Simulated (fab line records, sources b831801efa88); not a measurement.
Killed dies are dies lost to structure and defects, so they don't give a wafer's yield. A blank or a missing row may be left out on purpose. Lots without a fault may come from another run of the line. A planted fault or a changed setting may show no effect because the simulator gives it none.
A struck lot beside a sound one | flow sfq_line | 42 steps out of a route of 325
Sound: wafers L100.4, L100.5, L100.6. Struck: wafers L993.3, L993.5. (L993.6 of the same lot was not struck and is left out.) The cause comes at the end.
At each step with rows: each side's tool, then ch and its chambers, then its first start. Under that, the readings that differ: sound wafers | struck wafers | difference of the means | sigmas: that difference in standard deviations of wafers without a fault.
alike: readings whose means differ by less than 2 such deviations, and words and numbers that are the same on both sides. not compared: withheld readings, readings that some wafer has no value for, bounds like >300 that may hide the same value, and numbers for which the record gives no deviation and whose values overlap.
The two part at a step that has a row with sigmas, a row that says differs or no value, or rows on one side only. Numbers that don't overlap but have no deviation are shown without sigmas and don't part them. A reading that every wafer of one side lacks parts them only if that side has two wafers or more.

first, 6 steps without rows for these wafers: SFQ_TRILAYER_L0_VIA_LITHO_COAT_018 (resist thk 62 nm); SFQ_TRILAYER_L0_VIA_LITHO_COAT_013 (resist thk 650 nm); SFQ_TRILAYER_L0_VIA_LITHO_SOFTBAKE_017; SFQ_TRILAYER_L0_VIA_LITHO_EXPOSE_014 (exposes mask L0V, target cd 700 nm); SFQ_TRILAYER_L0_VIA_LITHO_PEB_016 (peb time 60 s); SFQ_TRILAYER_L0_VIA_LITHO_DEVELOP_015 (time 60 s).
SFQ_L0V_OVL_MEAS_903:
  sound on overlay-01, day 13 23:22; struck on overlay-02, day 10 20:52
  alike: L0V_OVL
SFQ_TRILAYER_L0_VIA_BARC_OPEN_VIA_ETCH_021: etches BARC in O2, target depth 125 nm, time 41.7 s.
  sound on rie_diel-03 ch 0,1,3, day 13 23:24; struck on rie_diel-02 ch 0, day 10 20:53
  reading                     | sound       | struck  | difference | sigmas
  drypump_motor_current_A (A) | 6.7 6.2 6.2 | 5.4 5.4 | -1.0       | -2
  alike: oes_product_au, rf_fwd_power_W
  not compared: rf_hours_counter_h
SFQ_TRILAYER_L0_VIA_ETCH_VIA_ETCH_016: etches SiO2 in CHF3, stops on MoNx KI, target depth 80 nm.
  sound on rie_diel-03 ch 0,1,3, day 13 23:26; struck on rie_diel-02 ch 0, day 10 20:55
  reading                     | sound       | struck  | difference | sigmas
  drypump_motor_current_A (A) | 6.7 6.1 6.2 | 5.4 5.4 | -0.9       | -2
  alike: oes_product_au, rf_fwd_power_W
then, 3 steps without rows for these wafers: SFQ_TRILAYER_L0_VIA_STRIP_STRIP_017 (strips in O2); SFQ_TRILAYER_L0_VIA_STRIP_SOLV_CLEAN_018 (cleans in NMP, time 600 s); SFQ_TRILAYER_M0_DEP_PRE_CLEAN_020 (time 15 s).
SFQ_TRILAYER_M0_DEP_SPUTTER_019: material Nb, target thk 200 nm, time 133.3 s.
  sound on pvd_sputter-03, day 14 00:16; struck on pvd_sputter-06, day 10 21:46
  reading                                             | sound                | struck        | difference | sigmas
  cathode_dc_power_W (W)                              | 2000.1 1999.7 2000.2 | 2195.1 2195.7 | +195.4     | +99 or more
  model.Nb_of_TRILAYER_M0_DEP_SPUTTER_019.thk_nm (nm) | 200.9 198.2 196.1    | 217.5 218.7   | +19.7      |
  alike: throttle_valve_pct
SFQ_M0_RS_MEAS_904: measures by four-point-probe.
  sound on film_metro-04, day 14 00:25; struck on film_metro-03, day 10 21:54
  reading           | sound             | struck      | difference | sigmas
  M0_NB_RS (ohm/sq) | 0.886 0.897 0.906 | 0.817 0.814 | -0.081     | -7
then, 6 steps without rows for these wafers: SFQ_TRILAYER_M0_LITHO_COAT_026 (resist thk 62 nm); SFQ_TRILAYER_M0_LITHO_COAT_021 (resist thk 600 nm); SFQ_TRILAYER_M0_LITHO_SOFTBAKE_025; SFQ_TRILAYER_M0_LITHO_EXPOSE_022 (exposes mask M0, target cd 500 nm); SFQ_TRILAYER_M0_LITHO_PEB_024 (peb time 60 s); SFQ_TRILAYER_M0_LITHO_DEVELOP_023 (time 60 s).
-- the record jumps here: 5 days lie between the struck wafers' starts before and after --
SFQ_M0_OVL_MEAS_906:
  sound on overlay-01, day 19 21:01; struck on overlay-01, day 16 02:21
  alike: M0_OVL
then, 1 step without rows for these wafers: SFQ_TRILAYER_M0_BARC_OPEN_METAL_ETCH_031 (etches BARC in O2, target depth 125 nm, time 41.7 s).
SFQ_TRILAYER_M0_ETCH_METAL_ETCH_024: etches Nb in Cl2/Ar, stops on SiO2, target depth 240 nm, time 120 s.
  sound on rie_metal-03 ch 0,1, day 19 21:08; struck on rie_metal-02 ch 0, day 16 02:28
  reading               | sound             | struck      | difference | sigmas
  oes_product_au (a.u.) | 0.901 0.880 0.885 | 0.942 0.938 | +0.051     | +6
  alike: drypump_motor_current_A, rf_fwd_power_W
  not compared: rf_hours_counter_h
then, 4 steps without rows for these wafers: SFQ_TRILAYER_M0_STRIP_STRIP_025 (strips in O2); SFQ_TRILAYER_M0_STRIP_SOLV_CLEAN_026 (cleans in NMP, time 600 s); SFQ_TRILAYER_I0_DEP_PECVD_027 (deposits SiO2 from SiH4/N2O, time 111.11 s, target thk 500 nm); SFQ_TRILAYER_I0_CMP_CMP_028 (polishes SiO2).
SFQ_I0_BOW_MEAS_907:
  sound on film_metro-01, day 20 01:07; struck on film_metro-02, day 16 06:27
  alike: I0_BOW
SFQ_TRILAYER_I0_METRO_MEASURE_029:
  sound on film_metro-01, day 20 01:47; struck on film_metro-02, day 16 06:56
  alike: thk_nm
then, 6 steps without rows for these wafers: SFQ_TRILAYER_I0_VIA_LITHO_COAT_036 (resist thk 62 nm); SFQ_TRILAYER_I0_VIA_LITHO_COAT_031 (resist thk 650 nm); SFQ_TRILAYER_I0_VIA_LITHO_SOFTBAKE_035; SFQ_TRILAYER_I0_VIA_LITHO_EXPOSE_032 (exposes mask I0, target cd 500 nm); SFQ_TRILAYER_I0_VIA_LITHO_PEB_034 (peb time 60 s); SFQ_TRILAYER_I0_VIA_LITHO_DEVELOP_033 (time 60 s).
-- the record jumps here: 6 days lie between the struck wafers' starts before and after --
SFQ_I0_OVL_MEAS_908:
  sound on overlay-02, day 26 13:28; struck on overlay-02, day 22 16:06
  alike: I0_OVL
SFQ_TRILAYER_I0_VIA_BARC_OPEN_VIA_ETCH_046: etches BARC in O2, target depth 125 nm, time 41.7 s.
  sound on rie_diel-01 ch 1,2,3, day 26 13:29; struck on rie_diel-01 ch 0, day 22 16:07
  alike: drypump_motor_current_A, oes_product_au, rf_fwd_power_W
  not compared: rf_hours_counter_h
then, 1 step without rows for these wafers: SFQ_TRILAYER_I0_VIA_ETCH_VIA_ETCH_034 (etches SiO2 in CHF3, stops on Nb, target depth 260 nm).
SFQ_TRILAYER_I0_VIA_STRIP_STRIP_035: strips in O2.
  sound on rie_metal-04 ch 0,1, day 26 13:51; struck on rie_metal-01 ch 0,1, day 22 16:29
  alike: drypump_motor_current_A, oes_product_au
  not compared: rf_hours_counter_h
then, 2 steps without rows for these wafers: SFQ_TRILAYER_I0_VIA_STRIP_SOLV_CLEAN_036 (cleans in NMP, time 600 s); SFQ_TRILAYER_M1_DEP_PRE_CLEAN_038 (time 22.5 s).
-- the record jumps here: 61 days lie between the struck wafers' starts before and after --
SFQ_M8_BOW_MEAS_951:
  sound on film_metro-01, day 85 21:29; struck on film_metro-01, day 83 13:14
  reading                 | sound                | struck       | difference | sigmas
  model.etest.m0.ohm_um   | 1.764 1.79 1.811     | 1.633 1.624  | -0.160     |
  model.etest.m0.ohm_sq   | 0.8873 0.8996 0.9089 | 0.8195 0.815 | -0.0813    |
  model.etest.i0.link_ohm | 1.963 1.975 1.999    | 1.901 1.9    | -0.079     |
  alike: M8_BOW

WHERE THEY PART
First at SFQ_TRILAYER_L0_VIA_BARC_OPEN_VIA_ETCH_021; last, within this record, at SFQ_TRILAYER_M0_ETCH_METAL_ETCH_024. Later steps at which nothing parts them and some readings are alike: SFQ_I0_BOW_MEAS_907, SFQ_TRILAYER_I0_METRO_MEASURE_029, SFQ_I0_OVL_MEAS_908, SFQ_TRILAYER_I0_VIA_BARC_OPEN_VIA_ETCH_046, SFQ_TRILAYER_I0_VIA_STRIP_STRIP_035, SFQ_M8_BOW_MEAS_951.

WHY: what the simulator had put in
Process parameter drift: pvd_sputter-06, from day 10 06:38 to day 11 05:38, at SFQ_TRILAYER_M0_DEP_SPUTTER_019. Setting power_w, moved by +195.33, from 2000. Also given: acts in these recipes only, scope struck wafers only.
